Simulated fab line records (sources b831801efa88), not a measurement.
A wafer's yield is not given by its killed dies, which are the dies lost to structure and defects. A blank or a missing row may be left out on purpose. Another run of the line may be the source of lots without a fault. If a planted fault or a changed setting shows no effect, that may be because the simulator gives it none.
A struck lot beside a sound one    flow sky130    15 out of 708 route steps
Sound: wafers L626.1, L626.2, L626.6. Struck: wafers L632.1, L632.2, L632.3. The cause is given at the end.
For every step that has rows: the tool of each side, followed by ch and its chambers, followed by its first start. Under that, the readings that differ: sound wafers    struck wafers    difference of the means    sigmas: that difference in standard deviations of wafers without a fault.
alike: a reading whose means differ by less than 2 such deviations, as well as words and numbers matching on both sides. not compared: withheld readings; readings where some wafer has no value; bounds like >300 that might hide an equal value; numbers whose values overlap and for which the record gives no deviation.
A row with sigmas, a row that says differs or no value, or rows on one side alone: a step with any of these is where the two part. Non-overlapping numbers with no deviation appear without sigmas and do not part them. A reading that every wafer of one side lacks parts them only if that side has two wafers or more.

first, 1 step without rows for these wafers: SKY_LDD_N_IMPLANT_15.
SKY_LDD_N_STRIP_16: strips in O2/N2.
  sound on plasma asher-04 ch 0,1, day 17 13:22; struck on plasma asher-03 ch 0,1, day 20 01:40
  alike: drypump motor current A, oes product au, strip time to endpoint s
  not compared: rf hours counter h
SKY_LDD_N_TW_MEAS_17:
  sound: film metro-01 at day 17 13:28; struck: film metro-04 at day 20 01:46
  alike: LDD_N_TW
then, 7 steps without rows for these wafers: SKY_LDD_P_DEHYDRATE_00 (time 60 s); SKY_LDD_P_HMDS_01 (prime time 60 s); SKY_LDD_P_COAT_02 (resist thk 1140 nm); SKY_LDD_P_SOFTBAKE_03 (time 60 s); SKY_LDD_P_EXPOSE_04 (exposes mask PSDM, target cd 380 nm); SKY_LDD_P_PEB_05; SKY_LDD_P_DEVELOP_06 (develop time 60 s).
SKY_LDD_P_CD_MEAS_07: the cd target is 380 nm.
  sound: cd sem-02 at day 18 18:45; struck: cd sem-02 at day 21 08:30
  alike: cd nm
SKY_LDD_P_OVL_MEAS_08:
  sound: overlay-01 at day 18 18:52; struck: overlay-02 at day 21 08:37
  alike: LDD_P_OVL
SKY_LDD_P_IMPLANT_09:
  sound on implanter-04 ch 0, day 18 18:55; struck on implanter-02, day 21 08:39
  no value came back on the struck wafers for beam energy keV, beam on s (s); on the sound wafers beam energy keV reads 25.005 24.989 25.000
SKY_LDD_P_STRIP_10: strips in O2/N2.
  sound on plasma asher-01 ch 0,1, day 18 19:04; struck on plasma asher-04 ch 0,1, day 21 08:48
  alike: drypump motor current A, oes product au, strip time to endpoint s
  not compared: rf hours counter h
SKY_LDD_P_TW_MEAS_11:
  sound: film metro-04 at day 18 19:10; struck: film metro-02 at day 21 08:54
reading   sound        struck    difference  sigmas
LDD_P_TW  641 643 642  30 30 30  -612        -96

## WHERE THEY PART
Earliest at SKY_LDD_P_IMPLANT_09; latest, in this record, at SKY_LDD_P_TW_MEAS_11.

WHY: what had been put in by the simulator
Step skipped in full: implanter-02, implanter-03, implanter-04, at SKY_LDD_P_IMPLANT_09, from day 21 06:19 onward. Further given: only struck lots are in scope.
